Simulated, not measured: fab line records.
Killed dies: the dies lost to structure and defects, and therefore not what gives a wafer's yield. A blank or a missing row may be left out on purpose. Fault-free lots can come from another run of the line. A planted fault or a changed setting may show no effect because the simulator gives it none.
fab line records ; flow sky130
record: lots: 12; wafers: 36; last_day: 49
route steps=708 shown CONTACT@428 VIA3@576 METAL4@600 PAD_OPEN@708
lots that met no fault: taken from a fault-free run of the same line
start_h: hours from the record's opening day to when the first of the lot's shown wafers began ; wait_h: hours since the lot's step before ; " same as the row above ; L1.1+2: several wafers, shown together as one row ; - no value, or no start was given ; * or withheld: withheld ; < > ~ a bound
route shown NAME@n: a module of which the file shows steps, and the number in the route of the first ; usual: mean and standard deviation over wafers with no fault ; same: alike in all rows ; chamber/n: place in a boat ; sites: each site's reading ; _std_site: their standard deviation ; _edge_site: inner sites' mean taken away from outer sites' mean ; radius_mm: for every site, how far away it sits from the centre of the wafer ; mask NAME#n: copy n ; behind: the most recent tool/chamber to have shaped the wafer ; hold: reason for holding the lot/hours on hold/outcome of the hold ; device: whichever transistor did not switch (one of n, p or np) ; end of line: the route-end tests of the same wafers ; a step given without rows: its recipe and nothing more ; killed: at the first sort, the dies lost to defects and structure; wafer yield is something else ; map: dies across one wafer; x = killed, . = not, _ = none there
set.NAME: setting as actually run; set.NAME@STEP: the setting as run at that earlier step ; model.NAME: the simulator's own value behind a step, which no gauge read
a sample of lots followed through the steps of the route, with each step as a table and each wafer as a row
services: a tool's chamber out of use, with start hour (start_h, from the record's first day; less than 0 if before it), hours out, and reason
== steps ==
step: SKY_CONTACT_CLEAN_22
recipe: chemistry: O3/DIW; dry: n2_spin
lot.wafer;tool;chamber;start_h;wait_h
L948.2+4+6;wet_bench-02;2;721.85;0.0
L950.1+3+5;wet_bench-04;3;750.15;0.0
L949.3+4+5;wet_bench-02;1;756.16;0.0
L952.1+5+6;wet_bench-02;3;763.91;0.0
L951.1+4+5;wet_bench-02;0;769.55;0.0
L953.2+3+4;wet_bench-04;1;779.92;0.0
L954.1+2+3;wet_bench-03;1;783.02;0.0
L955.2+5+6;wet_bench-02;3;787.63;0.0
L956.1+2+5;wet_bench-04;3;794.90;0.0
L957.3+4+6;wet_bench-04;3;800.70;0.0
L963.1+2+4;wet_bench-03;2;864.57;0.0
L968.3+4+6;wet_bench-03;3;879.54;0.0
step: SKY_VIA3_BOW_MEAS_03
recipe: mode: bow
usual: VIA3_BOW: 79/7.4
lot.wafer;tool;chamber;start_h;wait_h;VIA3_BOW[um]
L948.2;film_metro-04;-;884.96;0.3;91
L948.4;film_metro-04;-;884.96;0.3;90
L948.6;film_metro-04;-;884.96;0.3;81
L950.1;film_metro-02;-;909.75;0.2;74
L950.3;film_metro-02;-;909.75;0.2;77
L950.5;film_metro-02;-;909.75;0.2;76
L949.3;film_metro-03;-;915.58;0.2;85
L949.4;film_metro-03;-;915.58;0.2;76
L949.5;film_metro-03;-;915.58;0.2;85
L952.1;film_metro-04;-;924.10;0.2;82
L952.5;film_metro-04;-;924.10;0.2;79
L952.6;film_metro-04;-;924.10;0.2;89
L951.1;film_metro-04;-;929.72;0.1;71
L951.4;film_metro-04;-;929.72;0.1;78
L951.5;film_metro-04;-;929.72;0.1;85
L954.1;film_metro-04;-;943.69;0.1;82
L954.2;film_metro-04;-;943.69;0.1;84
L954.3;film_metro-04;-;943.69;0.1;72
L953.2;film_metro-02;-;943.89;0.1;89
L953.3;film_metro-02;-;943.89;0.1;94
L953.4;film_metro-02;-;943.89;0.1;82
L955.2;film_metro-04;-;947.11;0.3;87
L955.5;film_metro-04;-;947.11;0.3;84
L955.6;film_metro-04;-;947.11;0.3;86
L956.1;film_metro-03;-;953.19;0.2;79
L956.2;film_metro-03;-;953.19;0.2;81
L956.5;film_metro-03;-;953.19;0.2;80
L957.3;film_metro-03;-;958.68;0.2;84
L957.4;film_metro-03;-;958.68;0.2;81
L957.6;film_metro-03;-;958.68;0.2;78
L963.1;film_metro-03;-;1021.66;0.1;71
L963.2;film_metro-03;-;1021.66;0.1;84
L963.4;film_metro-03;-;1021.66;0.1;87
L968.3;film_metro-02;-;1034.10;0.1;84
L968.4;film_metro-02;-;1034.10;0.1;74
L968.6;film_metro-02;-;1034.10;0.1;78
step: SKY_METAL4_SPUTTER_02
recipe: material: AlCu; target_thk_nm: 735; power_w: 10600; time_s: 39.1; chamber_pressure_pa: 0.4
usual: cathode_dc_power_W: 10600/1.8; throttle_valve_pct: 29.7/1.3
lot.wafer;tool;chamber;start_h;wait_h;cathode_dc_power_W;throttle_valve_pct
L948.2;pvd_sputter-04;-;911.45;0.0;10601;30.5
L948.4;pvd_sputter-04;-;911.45;0.0;10598;28.9
L948.6;pvd_sputter-04;-;911.45;0.0;10599;29.0
L950.1;pvd_sputter-02;-;935.98;0.0;10598;29.2
L950.3;pvd_sputter-02;-;935.98;0.0;10599;27.7
L950.5;pvd_sputter-02;-;935.98;0.0;10599;29.6
L949.3;pvd_sputter-02;-;942.05;0.0;10605;29.5
L949.4;pvd_sputter-02;-;942.05;0.0;10601;29.5
L949.5;pvd_sputter-02;-;942.05;0.0;10603;29.7
L952.1;pvd_sputter-04;-;949.70;0.0;10599;29.9
L952.5;pvd_sputter-04;-;949.70;0.0;10601;30.9
L952.6;pvd_sputter-04;-;949.70;0.0;10602;30.0
L951.1;pvd_sputter-02;-;956.42;0.0;10598;29.6
L951.4;pvd_sputter-02;-;956.42;0.0;10599;29.4
L951.5;pvd_sputter-02;-;956.42;0.0;10600;29.6
L954.1;pvd_sputter-02;-;969.64;0.0;10603;28.0
L954.2;pvd_sputter-02;-;969.64;0.0;10598;29.4
L954.3;pvd_sputter-02;-;969.64;0.0;10600;29.7
L953.2;pvd_sputter-03;-;970.14;0.0;10602;29.4
L953.3;pvd_sputter-03;-;970.14;0.0;10599;32.1
L953.4;pvd_sputter-03;-;970.14;0.0;10603;30.6
L955.2;pvd_sputter-03;-;972.55;0.0;10601;33.0
L955.5;pvd_sputter-03;-;972.55;0.0;10601;32.6
L955.6;pvd_sputter-03;-;972.55;0.0;10600;30.5
L956.1;pvd_sputter-02;-;978.70;0.0;10601;29.5
L956.2;pvd_sputter-02;-;978.70;0.0;10599;29.5
L956.5;pvd_sputter-02;-;978.70;0.0;10600;28.1
L957.3;pvd_sputter-03;-;983.51;0.0;10596;32.3
L957.4;pvd_sputter-03;-;983.51;0.0;10598;32.7
L957.6;pvd_sputter-03;-;983.51;0.0;10599;32.6
L963.1;pvd_sputter-04;-;1046.56;0.0;10597;30.6
L963.2;pvd_sputter-04;-;1046.56;0.0;10603;29.7
L963.4;pvd_sputter-04;-;1046.56;0.0;10597;30.2
L968.3;pvd_sputter-04;-;1057.11;0.0;10600;30.2
L968.4;pvd_sputter-04;-;1057.11;0.0;10601;28.8
L968.6;pvd_sputter-04;-;1057.11;0.0;10601;28.9
step: SKY_METAL4_STRIP_19
recipe: chemistry: O2/N2; power_w: 1400; pressure_mtorr: 1500; platen_temp_c: withheld; o2_flow_sccm: 3000; n2_flow_sccm: 300; overash_fraction: 0.5
usual: drypump_motor_current_A: 5.6/0.4; oes_product_au: 0.506/0.0055; strip_time_to_endpoint_s: 6.62/0.065
lot.wafer;tool;chamber;start_h;wait_h;drypump_motor_current_A;oes_product_au;rf_hours_counter_h;strip_time_to_endpoint_s
L948.2;plasma_asher-02;1;960.32;0.1;5.1;0.507;52;6.59
L948.4;plasma_asher-02;1;960.32;0.1;5.1;0.507;-;6.56
L948.6;plasma_asher-02;1;960.32;0.1;5.1;0.500;-;6.53
L950.1;plasma_asher-02;1;985.12;0.1;5.1;0.501;54;6.50
L950.3;plasma_asher-02;1;985.12;0.1;5.1;0.499;-;6.53
L950.5;plasma_asher-02;1;985.12;0.1;5.1;0.513;-;6.52
L949.3;plasma_asher-03;0;990.56;0.1;5.9;0.510;-;6.63
L949.4;plasma_asher-03;1;990.56;0.1;5.8;0.508;-;6.64
L949.5;plasma_asher-03;0;990.56;0.1;5.8;0.516;-;6.69
L952.1;plasma_asher-04;0;997.93;0.1;6.3;0.514;25;6.71
L952.5;plasma_asher-04;0;997.93;0.1;6.3;0.505;-;6.67
L952.6;plasma_asher-04;1;997.93;0.1;5.2;0.508;-;6.67
L951.1;plasma_asher-03;1;1004.56;0.1;5.8;0.515;85;6.70
L951.4;plasma_asher-03;0;1004.56;0.1;5.9;0.514;-;6.66
L951.5;plasma_asher-03;1;1004.56;0.1;5.7;0.515;-;6.64
L954.1;plasma_asher-02;1;1017.85;0.3;5.1;0.499;58;6.57
L954.2;plasma_asher-02;0;1017.85;0.3;5.6;0.498;58;6.59
L954.3;plasma_asher-02;0;1017.85;0.3;5.6;0.496;-;6.52
L953.2;plasma_asher-03;1;1018.02;0.1;5.7;0.502;86;6.59
L953.3;plasma_asher-03;0;1018.02;0.1;5.9;0.497;-;6.50
L953.4;plasma_asher-03;1;1018.02;0.1;5.8;0.503;-;6.64
L955.2;plasma_asher-02;0;1020.10;0.1;5.6;0.507;58;6.75
L955.5;plasma_asher-02;0;1020.10;0.1;5.6;0.507;-;6.67
L955.6;plasma_asher-02;1;1020.10;0.1;5.1;0.508;-;6.62
L956.1;plasma_asher-03;0;1025.67;0.1;5.9;0.507;87;6.62
L956.2;plasma_asher-03;1;1025.67;0.1;5.7;0.505;87;6.58
L956.5;plasma_asher-03;1;1025.67;0.1;5.8;0.491;-;6.53
L957.3;plasma_asher-04;1;1031.58;0.1;5.3;0.506;-;6.61
L957.4;plasma_asher-04;0;1031.58;0.1;6.3;0.514;-;6.73
L957.6;plasma_asher-04;1;1031.58;0.1;5.3;0.511;-;6.60
L963.1;plasma_asher-04;0;1087.90;0.3;6.3;0.515;34;6.72
L963.2;plasma_asher-04;1;1087.90;0.3;5.3;0.507;34;6.66
L963.4;plasma_asher-04;0;1087.90;0.3;6.3;0.512;-;6.65
L968.3;plasma_asher-03;0;1100.23;0.2;5.9;0.499;-;6.52
L968.4;plasma_asher-03;1;1100.23;0.2;5.7;0.505;-;6.57
L968.6;plasma_asher-03;0;1100.23;0.2;5.9;0.503;-;6.60
step: SKY_PAD_OPEN_PROBE_99
usual: killed_at_M0_to_M3: 44/6.5; killed_at_M4_up: 3.3/1.9; killed_at_contacts: 23/4.7; killed_at_front_end: 15/4.5; killed_at_other: 0.2/0.52; killed_dies: 86/8.9; killed_open: 47/6.8; killed_short: 39/6.1
same: gross_dies: 492; killed_at_back_side: 0
lot.wafer;tool;chamber;start_h;wait_h;killed_at_M0_to_M3;killed_at_M4_up;killed_at_contacts;killed_at_front_end;killed_at_other;killed_dies;killed_open;killed_short
L963.1;prober-01;-;1166.10;0.1;42;5;38;13;0;98;49;32
L963.2;prober-01;-;1166.15;0.1;31;3;42;14;0;90;40;34
L963.4;prober-01;-;1166.25;0.2;34;4;45;11;0;94;42;36
killed by level:class
L963.1 CONTACT:unspecified=17 CONTACT:geometric_particle:open=8 VIA1:geometric_particle:open=8 POLY_GATE:geometric_particle:open=7 LI_CONTACT:geometric_particle:open=7 METAL2:geometric_particle:short=7 METAL1:geometric_particle:short=6 VIA3:geometric_particle:open=6
L963.2 CONTACT:unspecified=16 VIA1:geometric_particle:open=8 CONTACT:geometric_particle:open=8 LI_CONTACT:geometric_particle:open=7 LOCAL_INTERCONNECT:geometric_particle:short=5 METAL2:geometric_particle:short=5 VIA3:geometric_particle:open=5 POLY_GATE:geometric_particle:short=4
L963.4 CONTACT:unspecified=16 CONTACT:geometric_particle:open=14 VIA1:geometric_particle:open=8 LI_CONTACT:geometric_particle:open=5 METAL2:geometric_particle:short=5 CONTACT:geometric_particle:short=4 METAL1:geometric_particle:short=4 VIA1:geometric_particle:short=4
== services ==
tool;chamber;start_h;hours;kind
pvd_sputter-04;-;703.81;2.1;repair
plasma_asher-03;-;721.92;3.1;repair
plasma_asher-04;-;733.75;9.0;pm
pvd_sputter-02;-;746.48;1.5;repair
plasma_asher-04;-;751.25;2.8;pm
plasma_asher-04;-;754.61;2.3;repair
plasma_asher-02;-;767.70;2.8;pm
pvd_sputter-03;-;776.29;1.1;repair
pvd_sputter-02;3;788.30;-;consumable_replace:kit
pvd_sputter-02;3;788.30;18.0;scheduled_down
pvd_sputter-02;3;788.30;18.0;vent_cycle
pvd_sputter-03;-;801.65;2.0;repair
pvd_sputter-04;-;817.15;10.1;repair
wet_bench-02;-;864.85;35.8;pm
pvd_sputter-02;-;876.05;0.7;repair
plasma_asher-02;-;883.55;6.7;repair
pvd_sputter-02;2;984.40;-;consumable_replace:kit
pvd_sputter-02;2;984.40;18.0;scheduled_down
pvd_sputter-02;2;984.40;18.0;vent_cycle
pvd_sputter-04;1;1011.53;-;consumable_replace:kit
pvd_sputter-04;1;1011.53;18.0;scheduled_down
plasma_asher-02;-;1043.21;0.8;repair
plasma_asher-04;-;1047.59;4.3;pm
pvd_sputter-03;-;1081.23;49.6;repair
== key ==
first_sign: step: SKY_PAD_OPEN_PROBE_99; reading: killed_at_contacts; direction: up; sigmas: 3.9; usual: 23; struck: 42
effect none on later readings
met_at SKY_CONTACT_CLEAN_22
struck_lots L963
struck_wafers L963.1,L963.2,L963.4
tester_left_out L963
not_acting_at SKY_VIA3_BOW_MEAS_03,SKY_METAL4_SPUTTER_02,SKY_METAL4_STRIP_19
fault: kind: chamber_particle_source; tool: wet_bench-03; chamber: 2; onset_h: 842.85; steps: SKY_CONTACT_CLEAN_22; rate_per_visit_cm2: 0.41309; end_h: 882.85
tester_left_out: of these lots the tester's yield and bins aren't shown, on N5 and GAA mostly nor the transistor test; their killed dies are dies lost to structure and defects alone, not to doping, threshold or leakage, so they don't give the yield
